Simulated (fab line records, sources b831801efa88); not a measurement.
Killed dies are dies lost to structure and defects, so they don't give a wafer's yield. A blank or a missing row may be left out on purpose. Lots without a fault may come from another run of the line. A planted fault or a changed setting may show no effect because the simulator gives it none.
fab line records | flow sky130
record lots=13 wafers=39 last_day=50
route steps=708 shown LDD_LDN@293
lots that met no fault: from a run of the same line without faults
start_h: hours from the record's first day to the start of the lot's first wafer shown | wait_h: hours since the lot's step before | " the same as in the row above | L1.1+2: a row that stands for several wafers | - no value, or no start given | * or withheld: withheld | < > ~ a bound
route shown NAME@n: a module of which the file shows steps, and the number in the route of the first | usual: mean/standard deviation of fault-free wafers | same: alike in all rows | chamber/n: place in a boat | sites: the reading at each site | _std_site: their standard deviation | _edge_site: outer sites' mean less inner sites' | radius_mm: how far each site lies from the wafer's centre | mask NAME#n: copy n | behind: the tool/chamber that last shaped the wafer | hold: why the lot was held/for how many hours/how that ended | device: the transistor (n, p or np) that didn't switch | end of line: the same wafers' tests at the end of the route | a step without rows: its recipe alone | killed: dies lost to structure and defects at the first sort, not the wafer's yield | map: a wafer's dies, x killed, . not, _ none there
set.NAME: the setting as run; set.NAME@STEP: as run at that earlier step | model.NAME: the simulator's own value behind a step, which no gauge read
steps of the route over a sample of lots; a table a step, a row a wafer
services: from which hour (start_h, from the record's first day; less than 0 if before it) a tool's chamber was out of use, for how many hours, and why
## steps
# step SKY_LDD_LDN_EXPOSE_04
# recipe mask_id=LDNTM na=0.6 source_shape=conventional sigma_outer=0.6 polarization=unpolarized target_cd_nm=700 dose_mj=140
# usual focus_offset_nm=-0.1/0.53
# columns lot.wafer tool chamber start_h wait_h mask focus_offset_nm
L211.3 iline_stepper-02 0 512.43 - LDNTM#0 0.8
L211.5 " 0 " " LDNTM#0 0.8
L211.6 " 0 " " LDNTM#0 0.0
L212.1 iline_stepper-02 0 532.55 - LDNTM#0 -0.1
L212.2 " 0 " " LDNTM#0 0.8
L212.4 " 0 " " LDNTM#0 0.0
L213.1 iline_stepper-02 0 547.51 - LDNTM#0 -0.2
L213.2 " 0 " " LDNTM#0 -0.8
L213.5 " 0 " " LDNTM#0 0.3
L216.2 iline_stepper-01 0 564.38 - LDNTM#0 -0.3
L216.5 " 0 " " LDNTM#0 -0.3
L216.6 " 0 " " LDNTM#0 -0.1
L217.2 iline_stepper-02 0 573.49 - LDNTM#0 0.6
L217.3 " 0 " " LDNTM#0 0.3
L217.5 " 0 " " LDNTM#0 0.3
L220.2 iline_stepper-02 0 599.42 - LDNTM#0 -0.5
L220.3 " 0 " " LDNTM#0 -0.5
L220.6 " 0 " " LDNTM#0 -1.2
L221.1 iline_stepper-01 0 611.72 - LDNTM#0 -0.5
L221.3 " 0 " " LDNTM#0 0.3
L221.6 " 0 " " LDNTM#0 0.7
L222.3 iline_stepper-01 0 642.03 - LDNTM#0 -0.4
L222.4 " 0 " " LDNTM#0 -0.3
L222.5 " 0 " " LDNTM#0 -0.7
L223.1 iline_stepper-02 0 642.24 - PSDM#0 -0.8
L223.3 " 0 " " PSDM#0 0.1
L223.6 " 0 " " PSDM#0 -0.6
L232.1 iline_stepper-02 0 687.45 - LDNTM#0 1.2
L232.4 " 0 " " LDNTM#0 0.3
L232.6 " 0 " " LDNTM#0 0.3
L231.1 iline_stepper-02 0 688.95 - LDNTM#0 0.5
L231.2 " 0 " " LDNTM#0 0.7
L231.5 " 0 " " LDNTM#0 -0.1
L233.2 iline_stepper-02 0 697.42 - LDNTM#0 0.0
L233.4 " 0 " " LDNTM#0 -0.4
L233.5 " 0 " " LDNTM#0 -0.4
L234.4 iline_stepper-02 0 705.51 - LDNTM#0 -0.1
L234.5 " 0 " " LDNTM#0 1.0
L234.6 " 0 " " LDNTM#0 0.5
# step SKY_LDD_LDN_OVL_MEAS_07
# usual LDD_LDN_OVL=0.7/1.6
# columns lot.wafer tool chamber start_h wait_h LDD_LDN_OVL[nm]
L211.3 overlay-02 - 527.66 0.1 -0.4
L211.5 " - " " 1.3
L211.6 " - " " 1.2
L212.1 overlay-02 - 546.60 0.1 2.4
L212.2 " - " " 0.8
L212.4 " - " " 1.2
L213.1 overlay-02 - 563.15 0.1 2.8
L213.2 " - " " 3.4
L213.5 " - " " 3.8
L216.2 overlay-02 - 577.95 0.1 2.6
L216.5 " - " " 2.3
L216.6 " - " " 3.9
L217.2 overlay-02 - 587.05 0.1 0.9
L217.3 " - " " -0.7
L217.5 " - " " -0.5
L220.2 overlay-02 - 613.55 0.1 0.2
L220.3 " - " " -0.6
L220.6 " - " " 0.0
L221.1 overlay-02 - 626.50 0.1 0.7
L221.3 " - " " 1.5
L221.6 " - " " 0.6
L222.3 overlay-01 - 656.50 0.1 4.3
L222.4 " - " " 4.1
L222.5 " - " " 2.0
L223.1 overlay-01 - 656.79 0.1 -
L223.3 " - " " -
L223.6 " - " " -
L232.1 overlay-02 - 701.30 0.1 1.5
L232.4 " - " " -0.1
L232.6 " - " " 0.6
L231.1 overlay-01 - 702.70 0.1 0.9
L231.2 " - " " -0.4
L231.5 " - " " -0.2
L233.2 overlay-01 - 711.60 0.1 0.1
L233.4 " - " " 0.9
L233.5 " - " " -1.6
L234.4 overlay-01 - 719.51 0.1 1.0
L234.5 " - " " 0.0
L234.6 " - " " -2.8
# step SKY_LDD_LDN_TW_MEAS_13
# usual LDD_LDN_TW=1465/7.5
# columns lot.wafer tool chamber start_h wait_h LDD_LDN_TW
L211.3 film_metro-02 - 528.40 0.1 1465
L211.5 " - " " 1460
L211.6 " - " " 1472
L212.1 film_metro-01 - 547.33 0.1 1456
L212.2 " - " " 1461
L212.4 " - " " 1462
L213.1 film_metro-03 - 563.88 0.1 1468
L213.2 " - " " 1467
L213.5 " - " " 1478
L216.2 film_metro-01 - 578.69 0.1 1460
L216.5 " - " " 1466
L216.6 " - " " 1465
L217.2 film_metro-02 - 588.09 0.1 1463
L217.3 " - " " 1473
L217.5 " - " " 1469
L220.2 film_metro-02 - 614.29 0.1 1463
L220.3 " - " " 1472
L220.6 " - " " 1479
L221.1 film_metro-03 - 627.23 0.1 1464
L221.3 " - " " 1464
L221.6 " - " " 1464
L222.3 film_metro-02 - 657.25 0.1 1468
L222.4 " - " " 1466
L222.5 " - " " 1460
L223.1 film_metro-03 - 657.53 0.1 30
L223.3 " - " " 30
L223.6 " - " " 30
L232.1 film_metro-03 - 702.03 0.1 1481
L232.4 " - " " 1477
L232.6 " - " " 1480
L231.1 film_metro-03 - 703.43 0.1 1481
L231.2 " - " " 1484
L231.5 " - " " 1473
L233.2 film_metro-01 - 712.34 0.1 1446
L233.4 " - " " 1454
L233.5 " - " " 1455
L234.4 film_metro-03 - 720.26 0.1 1461
L234.5 " - " " 1468
L234.6 " - " " 1459
## services
# columns tool chamber start_h hours kind
iline_stepper-01 - 493.36 16.3 repair
iline_stepper-01 - 542.27 1.7 pm
iline_stepper-01 0 578.60 - calibration
iline_stepper-02 0 633.98 - calibration
iline_stepper-02 - 682.37 4.4 pm
iline_stepper-02 - 690.39 1.7 pm
iline_stepper-01 - 699.40 5.4 repair
## key
first_sign step=SKY_LDD_LDN_EXPOSE_04 reading=mask direction=changed
effect step=SKY_LDD_LDN_OVL_MEAS_07 reading=LDD_LDN_OVL direction=missing
effect step=SKY_LDD_LDN_TW_MEAS_13 reading=LDD_LDN_TW direction=down sigmas=99+ usual=1465 struck=30
met_at SKY_LDD_LDN_EXPOSE_04
struck_lots L223
sort_left_out L223.1,L223.3,L223.6
tester_left_out L223
onset_between 599.42 642.24
fault kind=wrong_mask tool=any chamber=- onset_h=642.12 steps=SKY_LDD_LDN_EXPOSE_04 aux_copy=PSDM#0 scope=struck_lots_only
# tester_left_out: of these lots the tester's yield and bins aren't shown, on N5 and GAA mostly nor the transistor test; their killed dies are dies lost to structure and defects alone, not to doping, threshold or leakage, so they don't give the yield
# sort_left_out: the simulated sort isn't trusted on such a fault, so these wafers' sort isn't shown, and their yield isn't known
